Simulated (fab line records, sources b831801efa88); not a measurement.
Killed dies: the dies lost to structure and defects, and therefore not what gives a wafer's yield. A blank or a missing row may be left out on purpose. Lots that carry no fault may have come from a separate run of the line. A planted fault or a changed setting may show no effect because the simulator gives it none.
Which of the tools did it?	flow gf180mcu	Sampling: 12 lots, 36 wafers, 3 of 602 route steps

== WHAT THE GAUGES READ, wafer by wafer ==
GF_POLY_GATE_THK_MEAS_17. Usual: for POLY_GATE_OXIDATION_THK the level is 3.99 nm and the standard deviation is 0.076.
lot	measured	on	POLY_GATE_OXIDATION_THK (nm)	flag
L345	day 9 07:31	film metro-03	3.92 3.95 3.99	
L347	day 9 22:53	film metro-02	3.90 3.88 4.02	
L348	day 10 04:19	film metro-02	4.09 4.15 4.06	
L351	day 11 08:28	film metro-02	4.11 4.11 4.06	
L353	day 12 13:46	film metro-03	4.01 4.04 4.04	
L354	day 12 20:16	film metro-03	4.02 3.99 4.07	
L356	day 13 04:53	film metro-03	3.95 3.81 3.83	
L357	day 13 05:02	film metro-04	3.91 3.92 3.86	
L359	day 14 01:09	film metro-03	4.10 3.94 3.97	
L361	day 14 15:25	film metro-03	4.03 4.14 4.15	
L364	day 15 10:34	film metro-02	3.90 3.88 3.94	
L366	day 16 00:21	film metro-02	4.00 4.06 4.02	

== WHAT TOOL EACH LOT RAN ON (gives the tool, then ch and the chambers of the sampled wafers, and finally the start) ==
lot	GF_STI_ETCH_13	GF_STI_STRIP_15
L345	rie diel-04 ch 0,1,3, day 2 07:47	plasma asher-02 ch 0,1, day 2 07:56
L347	rie diel-03 ch 0,1,3, day 2 16:39	plasma asher-02 ch 0,1, day 2 16:50
L348	rie diel-04 ch 0,1,2, day 2 21:44	plasma asher-02 ch 0,1, day 2 21:55
L351	rie diel-03 ch 0,1,2, day 3 14:16	plasma asher-03 ch 0,1, day 3 14:25
L353	rie diel-04 ch 0,1, day 4 00:31	plasma asher-02 ch 0,1, day 4 00:43
L354	rie diel-01 ch 0,1,2, day 4 04:56	plasma asher-02 ch 0,1, day 4 05:05
L356	rie diel-04 ch 0,1,3, day 4 19:16	plasma asher-02 ch 0,1, day 4 19:25
L357	rie diel-04 ch 0,2,3, day 4 23:22	plasma asher-02 ch 0,1, day 4 23:31
L359	rie diel-04 ch 0,1,3, day 5 09:19	plasma asher-03 ch 0,1, day 5 09:31
L361	rie diel-01 ch 0,1,3, day 5 17:28	plasma asher-02 ch 0,1, day 5 17:37
L364	rie diel-01 ch 0,1,2, day 6 09:31	plasma asher-02 ch 0,1, day 6 09:40
L366	rie diel-01 ch 0,2,3, day 6 18:33	plasma asher-02 ch 0, day 6 18:42
- GF_STI_ETCH_13: etches the open film in CHF3/O2, stops on Si, target depth 282.31 nm, time 112.9 s.
- GF_STI_STRIP_15: strips in O2/N2.

== WHAT THE TOOLS THEMSELVES READ (means of the sampled wafers that have a number; where no wafer has one, the mark that the record gives instead) ==
GF_STI_ETCH_13. Usual: drypump motor current A 5.5 A, standard deviation 0.53; oes product au 0.867 a.u., standard deviation 0.0073; throttle valve pct 8.821 %, standard deviation 0.009.
lot	tool	drypump motor current A (A)	oes product au (a.u.)	throttle valve pct (%)	flag
L345	rie diel-04	5.3	0.870	8.823	
L347	rie diel-03	5.6	0.877	8.815	
L348	rie diel-04	5.7	0.858	8.817	
L351	rie diel-03	5.1	0.869	8.820	
L353	rie diel-04	5.5	0.856	8.817	
L354	rie diel-01	6.2	0.873	8.818	
L356	rie diel-04	5.3	0.786	8.795	OFF
L357	rie diel-04	5.5	0.790	8.802	OFF
L359	rie diel-04	5.3	0.787	8.792	OFF
L361	rie diel-01	5.7	0.874	8.827	
L364	rie diel-01	6.1	0.872	8.818	
L366	rie diel-01	6.0	0.871	8.811	

GF_STI_STRIP_15. Usual: drypump motor current A 6.0 A, standard deviation 0.47; heater power w 318 W, standard deviation 18; oes product au 0.383 a.u., standard deviation 0.0052; strip time to endpoint s 3.74 s, standard deviation 0.047.
lot	tool	drypump motor current A (A)	heater power w (W)	oes product au (a.u.)	strip time to endpoint s (s)	flag
L345	plasma asher-02	6.2	312	0.382	3.75	
L347	plasma asher-02	6.2	308	0.380	3.78	
L348	plasma asher-02	6.0	309	0.385	3.74	
L351	plasma asher-03	6.1	324	0.378	3.72	
L353	plasma asher-02	6.2	304	0.381	3.66	
L354	plasma asher-02	6.0	308	0.383	3.81	
L356	plasma asher-02	6.0	308	0.364	3.25	OFF
L357	plasma asher-02	5.9	306	0.363	3.25	OFF
L359	plasma asher-03	6.5	335	0.364	3.26	OFF
L361	plasma asher-02	6.0	311	0.381	3.70	
L364	plasma asher-02	6.2	307	0.384	3.78	
L366	plasma asher-02	5.7	315	0.386	3.76	

== THE ANSWER, worked out from the rows above alone ==
Rule: a lot is off if the mean of its wafers that have a number lies more than 3 standard deviations from the usual mean. Also off: a lot with no number at a reading for which 4 or more lots have one. Any other lot the step has rows for is counted as sound. First the gauges in route order, then the tools' own readings, where a lot's mean is used as printed above. At the first step where some lot is off, the reading lying furthest off is the one used; lots without a number count as furthest.
Off at GF_STI_ETCH_13 (oes product au): L356, L357, L359.
If a tool, at that step or one of the process steps before it, ran each lot that is off and ran no sound lot following the first of them, it fits. One candidate fits, namely rie diel-04 at GF_STI_ETCH_13. A fault onset in the window from L353 (day 4 00:31, its last sound lot) to L356 (day 4 19:16, its first lot off) fits.
The tool's own readings at GF_STI_ETCH_13 bear it out: on the lots that are off they differ by more than 5 times the standard deviation of the sound lots' means. oes product au reads 0.788 a.u. there against 0.869 a.u. on the sound lots; throttle valve pct reads 8.796 % there against 8.818 % on the sound lots.

== WHAT THE SIMULATOR HAD PUT IN ==
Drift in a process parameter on rie diel-04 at GF_STI_ETCH_13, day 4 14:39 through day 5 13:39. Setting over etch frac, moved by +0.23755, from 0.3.
Shown lots that were struck: L356, L357, L359. The rule above reached the same finding.
